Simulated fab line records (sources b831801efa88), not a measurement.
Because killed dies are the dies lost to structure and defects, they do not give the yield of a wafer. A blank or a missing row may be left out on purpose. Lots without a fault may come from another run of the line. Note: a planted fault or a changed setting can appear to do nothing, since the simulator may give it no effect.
fab line records + flow sky130 + part 2 of 2: steps 29 to 40 of 40
[record]
- lots = 5
- wafers = 15
- last_day = 48
route steps=708 shown METAL4@635 VIA4@639 METAL5@661
lots untouched by any fault: they come from a run of this same line in which no faults occurred
start_h: start of the lot's first displayed wafer, in hours after the record's first day + wait_h: time in hours since the lot's previous step + " the same as in the row above + L1.1+2: several wafers, shown together as one row + - value missing, or start not given + * or withheld: withheld + < > ~ a bound
route shown NAME@n: names a module that has steps shown in the file, with the first one's number in the route + usual: average and standard deviation across the fault-free wafers + same: alike in all rows + chamber/n: place in a boat + sites: each site's reading + _std_site: how widely they spread, as a standard deviation + _edge_site: outer sites' mean less inner sites' + radius_mm: how far each site lies from the wafer's centre + mask NAME#n: copy n + behind: the last tool/chamber to shape the wafer + hold: reason for holding the lot/hours on hold/outcome of the hold + device: the n, p or np transistor that did not switch + end of line: tests of these same wafers at the route's end + for a step that has no rows: nothing shown but its recipe + killed: at the first sort, the dies lost to defects and structure; wafer yield is something else + map: the dies of a wafer, with x for killed, . for not killed, _ for no die there
set.NAME: setting as actually run; set.NAME@STEP: the setting as run at that earlier step + model.NAME: the simulator's own value behind a step, which no gauge read
lots at selected steps of the route; one table per step, one row per wafer
services: the hour from which a tool's chamber was out of use, counted from the record's first day as start_h (under 0 if before that day), plus the number of hours and why
[[steps]]
[step SKY_METAL5_SPUTTER_02]
[recipe]
- material = AlCu
- target_thk_nm = 1150
- power_w = 10600
- time_s = 61.2
- chamber_pressure_pa = 0.4
[usual]
- throttle_valve_pct = 30.1/0.93
[same]
- time_s = 61.2
| lot.wafer | tool           | chamber | start_h | wait_h | throttle_valve_pct |
|-----------|----------------|---------|---------|--------|--------------------|
| L075.1    | pvd_sputter-01 | -       | 1010.01 | 0.0    | 29.7               |
| L075.4    | "              | -       | "       | "      | 30.6               |
| L075.5    | "              | -       | "       | "      | 30.2               |
| L076.3    | pvd_sputter-01 | -       | 1021.86 | 0.0    | 30.4               |
| L076.4    | "              | -       | "       | "      | 31.3               |
| L076.6    | "              | -       | "       | "      | 31.0               |
| L081.1    | pvd_sputter-03 | -       | 1050.87 | 0.0    | 28.9               |
| L081.2    | "              | -       | "       | "      | 30.7               |
| L081.4    | "              | -       | "       | "      | 29.3               |
| L082.2    | pvd_sputter-01 | -       | 1060.27 | 0.0    | 29.6               |
| L082.5    | "              | -       | "       | "      | 29.6               |
| L082.6    | "              | -       | "       | "      | 31.0               |
| L085.2    | pvd_sputter-03 | -       | 1081.86 | 0.0    | 30.9               |
| L085.5    | "              | -       | "       | "      | 30.4               |
| L085.6    | "              | -       | "       | "      | 29.0               |
[step SKY_METAL5_SPUTTER_03]
[recipe]
- material = Ti
- target_thk_nm = 5
- power_w = 3000
- time_s = 3.3
- chamber_pressure_pa = 0.4
[usual]
- throttle_valve_pct = 30.1/0.93
[same]
- time_s = 3.3
| lot.wafer | tool           | chamber | start_h | wait_h | throttle_valve_pct |
|-----------|----------------|---------|---------|--------|--------------------|
| L075.1    | pvd_sputter-01 | -       | 1010.06 | 0.0    | 29.6               |
| L075.4    | "              | -       | "       | "      | 30.6               |
| L075.5    | "              | -       | "       | "      | 30.3               |
| L076.3    | pvd_sputter-01 | -       | 1021.91 | 0.0    | 30.4               |
| L076.4    | "              | -       | "       | "      | 31.4               |
| L076.6    | "              | -       | "       | "      | 30.9               |
| L081.1    | pvd_sputter-03 | -       | 1050.92 | 0.0    | 29.2               |
| L081.2    | "              | -       | "       | "      | 30.5               |
| L081.4    | "              | -       | "       | "      | 28.7               |
| L082.2    | pvd_sputter-01 | -       | 1060.32 | 0.0    | 29.7               |
| L082.5    | "              | -       | "       | "      | 29.6               |
| L082.6    | "              | -       | "       | "      | 31.3               |
| L085.2    | pvd_sputter-03 | -       | 1081.91 | 0.0    | 30.7               |
| L085.5    | "              | -       | "       | "      | 30.4               |
| L085.6    | "              | -       | "       | "      | 29.1               |
[step SKY_METAL5_SPUTTER_04]
[recipe]
- material = TiN
- target_thk_nm = 70
- power_w = 6500
- time_s = 58.3
- chamber_pressure_pa = 0.4
[usual]
- throttle_valve_pct = 30.1/0.96
[same]
- time_s = 58.3
| lot.wafer | tool           | chamber | start_h | wait_h | throttle_valve_pct |
|-----------|----------------|---------|---------|--------|--------------------|
| L075.1    | pvd_sputter-01 | -       | 1010.08 | 0.0    | 29.4               |
| L075.4    | "              | -       | "       | "      | 30.4               |
| L075.5    | "              | -       | "       | "      | 30.1               |
| L076.3    | pvd_sputter-01 | -       | 1021.93 | 0.0    | 30.2               |
| L076.4    | "              | -       | "       | "      | 31.3               |
| L076.6    | "              | -       | "       | "      | 30.8               |
| L081.1    | pvd_sputter-03 | -       | 1050.94 | 0.0    | 28.9               |
| L081.2    | "              | -       | "       | "      | 31.1               |
| L081.4    | "              | -       | "       | "      | 28.9               |
| L082.2    | pvd_sputter-01 | -       | 1060.34 | 0.0    | 29.4               |
| L082.5    | "              | -       | "       | "      | 29.5               |
| L082.6    | "              | -       | "       | "      | 30.9               |
| L085.2    | pvd_sputter-03 | -       | 1081.93 | 0.0    | 30.7               |
| L085.5    | "              | -       | "       | "      | 30.4               |
| L085.6    | "              | -       | "       | "      | 28.8               |
[step SKY_METAL5_RS_MEAS_05]
[recipe]
- thk_meas_gauge = four-point-probe
- reads = TiN_of_METAL5_SPUTTER_04+Ti_of_METAL5_SPUTTER_03+AlCu_of_METAL5_SPUTTER_02+TiN_of_METAL5_SPUTTER_01+Ti_of_METAL5_SPUTTER_00
[usual]
- METAL5_ALCU_RS = 0.02706/0.00025
| lot.wafer | tool          | chamber | start_h | wait_h | METAL5_ALCU_RS[ohm/sq] |
|-----------|---------------|---------|---------|--------|------------------------|
| L075.1    | film_metro-02 | -       | 1010.13 | 0.0    | 0.02667                |
| L075.4    | "             | -       | "       | "      | 0.02673                |
| L075.5    | "             | -       | "       | "      | 0.02686                |
| L076.3    | film_metro-02 | -       | 1022.02 | 0.1    | 0.0266                 |
| L076.4    | "             | -       | "       | "      | 0.02673                |
| L076.6    | "             | -       | "       | "      | 0.02683                |
| L081.1    | film_metro-02 | -       | 1050.99 | 0.0    | 0.027                  |
| L081.2    | "             | -       | "       | "      | 0.02692                |
| L081.4    | "             | -       | "       | "      | 0.02691                |
| L082.2    | film_metro-04 | -       | 1060.40 | 0.0    | 0.02654                |
| L082.5    | "             | -       | "       | "      | 0.02646                |
| L082.6    | "             | -       | "       | "      | 0.02662                |
| L085.2    | film_metro-01 | -       | 1082.00 | 0.0    | 0.02748                |
| L085.5    | "             | -       | "       | "      | 0.02702                |
| L085.6    | "             | -       | "       | "      | 0.0272                 |
[step SKY_METAL5_THK_MEAS_06]
[recipe]
- thk_meas_gauge = xrf
- reads = AlCu_of_METAL5_SPUTTER_02
[usual]
- METAL5_ALCU_THK = 1167/12
| lot.wafer | tool          | chamber | start_h | wait_h | METAL5_ALCU_THK[nm] |
|-----------|---------------|---------|---------|--------|---------------------|
| L075.1    | film_metro-02 | -       | 1010.25 | 0.1    | 1182                |
| L075.4    | "             | -       | "       | "      | 1177                |
| L075.5    | "             | -       | "       | "      | 1170                |
| L076.3    | film_metro-02 | -       | 1022.12 | 0.1    | 1182                |
| L076.4    | "             | -       | "       | "      | 1179                |
| L076.6    | "             | -       | "       | "      | 1177                |
| L081.1    | film_metro-02 | -       | 1051.11 | 0.1    | 1164                |
| L081.2    | "             | -       | "       | "      | 1184                |
| L081.4    | "             | -       | "       | "      | 1170                |
| L082.2    | film_metro-04 | -       | 1060.51 | 0.1    | 1178                |
| L082.5    | "             | -       | "       | "      | 1174                |
| L082.6    | "             | -       | "       | "      | 1170                |
| L085.2    | film_metro-01 | -       | 1082.11 | 0.1    | 1152                |
| L085.5    | "             | -       | "       | "      | 1169                |
| L085.6    | "             | -       | "       | "      | 1162                |
[step SKY_METAL5_DEHYDRATE_07]
[recipe]
- temp_c = 200
- time_s = 60
[same]
- time_s = 60
| lot.wafer  | tool           | chamber | start_h | wait_h |
|------------|----------------|---------|---------|--------|
| L075.1+4+5 | litho_track-02 | 0       | 1020.18 | 9.9    |
| L076.3+4+6 | litho_track-03 | 0       | 1033.37 | 11.2   |
| L081.1+2+4 | litho_track-03 | 0       | 1061.37 | 10.3   |
| L082.2+5+6 | litho_track-02 | 0       | 1070.30 | 9.8    |
| L085.2+5+6 | litho_track-03 | 0       | 1091.30 | 9.2    |
[step SKY_METAL5_HMDS_08]
[recipe]
- prime_time_s = 60
- prime_temp_c = 120
[same]
- prime_time_s = 60
| lot.wafer  | tool           | chamber | start_h | wait_h |
|------------|----------------|---------|---------|--------|
| L075.1+4+5 | litho_track-02 | 0       | 1020.33 | 0.1    |
| L076.3+4+6 | litho_track-03 | 0       | 1033.52 | 0.1    |
| L081.1+2+4 | litho_track-03 | 0       | 1061.52 | 0.1    |
| L082.2+5+6 | litho_track-02 | 0       | 1070.45 | 0.1    |
| L085.2+5+6 | litho_track-03 | 0       | 1091.45 | 0.1    |
[step SKY_METAL5_COAT_09]
[recipe]
- resist = NOVOLAK
- spin_rpm = 3000
- resist_thk_nm = 1800
| lot.wafer  | tool           | chamber | start_h | wait_h |
|------------|----------------|---------|---------|--------|
| L075.1+4+5 | litho_track-02 | 0       | 1020.48 | 0.1    |
| L076.3+4+6 | litho_track-03 | 0       | 1033.67 | 0.1    |
| L081.1+2+4 | litho_track-03 | 0       | 1061.67 | 0.1    |
| L082.2+5+6 | litho_track-02 | 0       | 1070.60 | 0.1    |
| L085.2+5+6 | litho_track-03 | 0       | 1091.60 | 0.1    |
[step SKY_METAL5_SOFTBAKE_10]
[recipe]
- temp_c = 90
- time_s = 60
- resist = NOVOLAK
[same]
- time_s = 60
| lot.wafer  | tool           | chamber | start_h | wait_h |
|------------|----------------|---------|---------|--------|
| L075.1+4+5 | litho_track-02 | 0       | 1020.63 | 0.1    |
| L076.3+4+6 | litho_track-03 | 0       | 1033.82 | 0.1    |
| L081.1+2+4 | litho_track-03 | 0       | 1061.82 | 0.1    |
| L082.2+5+6 | litho_track-02 | 0       | 1070.75 | 0.1    |
| L085.2+5+6 | litho_track-03 | 0       | 1091.75 | 0.1    |
[step SKY_METAL5_EXPOSE_11]
[recipe]
- mask_id = MM5
- na = 0.6
- source_shape = conventional
- sigma_outer = 0.6
- polarization = unpolarized
- target_cd_nm = 1600
- dose_mj = 190
[usual]
- focus_offset_nm = -0.1/0.61
- stage_vel_mm_s = 499.99/0.24
| lot.wafer | tool             | chamber | start_h | wait_h | mask  | focus_offset_nm | stage_vel_mm_s |
|-----------|------------------|---------|---------|--------|-------|-----------------|----------------|
| L075.1    | iline_stepper-01 | 0       | -       | -      | MM5#0 | 0.8             | 500.06         |
| L075.4    | "                | 0       | "       | "      | MM5#0 | 0.4             | 500.08         |
| L075.5    | "                | 0       | "       | "      | MM5#0 | 0.6             | 499.59         |
| L076.3    | iline_stepper-01 | 0       | -       | -      | MM5#0 | 0.3             | 499.83         |
| L076.4    | "                | 0       | "       | "      | MM5#0 | -0.2            | 499.99         |
| L076.6    | "                | 0       | "       | "      | MM5#0 | -0.1            | 500.34         |
| L081.1    | iline_stepper-02 | 0       | -       | -      | MM5#0 | 0.4             | 499.94         |
| L081.2    | "                | 0       | "       | "      | MM5#0 | 0.4             | 499.98         |
| L081.4    | "                | 0       | "       | "      | MM5#0 | 0.8             | 499.97         |
| L082.2    | iline_stepper-02 | 0       | -       | -      | MM5#0 | 0.7             | 499.93         |
| L082.5    | "                | 0       | "       | "      | MM5#0 | -0.1            | 499.84         |
| L082.6    | "                | 0       | "       | "      | MM5#0 | -0.4            | 499.96         |
| L085.2    | iline_stepper-02 | 0       | -       | -      | MM5#0 | 0.5             | 500.07         |
| L085.5    | "                | 0       | "       | "      | MM5#0 | 0.0             | 500.03         |
| L085.6    | "                | 0       | "       | "      | MM5#0 | 0.3             | 499.78         |
[step SKY_METAL5_PEB_12]
[recipe]
- temp_c = withheld
- time_s = *
- resist = NOVOLAK
[same]
- time_s = *
| lot.wafer  | tool           | chamber | start_h | wait_h |
|------------|----------------|---------|---------|--------|
| L075.1+4+5 | litho_track-03 | 0       | -       | -      |
| L076.3+4+6 | litho_track-01 | 0       | -       | -      |
| L081.1+2+4 | litho_track-03 | 0       | -       | -      |
| L082.2+5+6 | litho_track-02 | 0       | -       | -      |
| L085.2+5+6 | litho_track-02 | 0       | -       | -      |
[step SKY_METAL5_DEVELOP_13]
[recipe]
- resist = NOVOLAK
- developer = TMAH
- develop_time_s = 60
- dev_temp_c = 23
| lot.wafer  | tool           | chamber | start_h | wait_h |
|------------|----------------|---------|---------|--------|
| L075.1+4+5 | litho_track-03 | 0       | 1032.02 | 0.1    |
| L076.3+4+6 | litho_track-01 | 0       | 1044.37 | 0.1    |
| L081.1+2+4 | litho_track-03 | 0       | 1072.27 | 0.1    |
| L082.2+5+6 | litho_track-02 | 0       | 1080.75 | 0.1    |
| L085.2+5+6 | litho_track-02 | 0       | 1101.95 | 0.1    |
[[services]]
| tool             | chamber | start_h | hours | kind   |
|------------------|---------|---------|-------|--------|
| rie_diel-04      | 2       | 974.19  | 9.8   | repair |
| rie_diel-04      | 0       | 981.65  | 4.8   | repair |
| iline_stepper-02 | -       | 1001.04 | 17.6  | repair |
| pvd_sputter-01   | -       | 1011.51 | 0.9   | repair |
| pvd_sputter-01   | -       | 1013.53 | 1.3   | repair |
| cmp-02           | -       | 1024.54 | 0.4   | repair |
| cmp-02           | -       | 1026.81 | 3.0   | repair |
| hdpcvd-01        | 2       | 1029.24 | 12.1  | repair |
| hdpcvd-01        | -       | 1030.81 | 0.8   | repair |
| plasma_asher-04  | -       | 1030.86 | 0.5   | repair |
| rie_diel-04      | 1       | 1031.67 | 3.5   | repair |
| cmp-01           | -       | 1034.50 | 0.5   | repair |
| rie_diel-04      | 3       | 1035.45 | 10.4  | repair |
| plasma_asher-04  | -       | 1037.45 | 2.8   | pm     |
| cmp-01           | -       | 1037.71 | 2.5   | repair |
| hdpcvd-01        | -       | 1039.74 | 0.7   | repair |
| plasma_asher-03  | -       | 1055.25 | 9.0   | pm     |
| pvd_sputter-03   | -       | 1058.21 | 7.2   | repair |
| pvd_sputter-03   | -       | 1076.68 | 0.8   | repair |
| rie_diel-04      | -       | 1076.99 | 2.8   | pm     |
| iline_stepper-01 | -       | 1082.52 | 1.7   | pm     |
| cmp-02           | -       | 1084.68 | 4.0   | pm     |
| plasma_asher-03  | -       | 1100.52 | 0.3   | repair |
| rie_diel-04      | 1       | 1101.58 | 2.8   | repair |
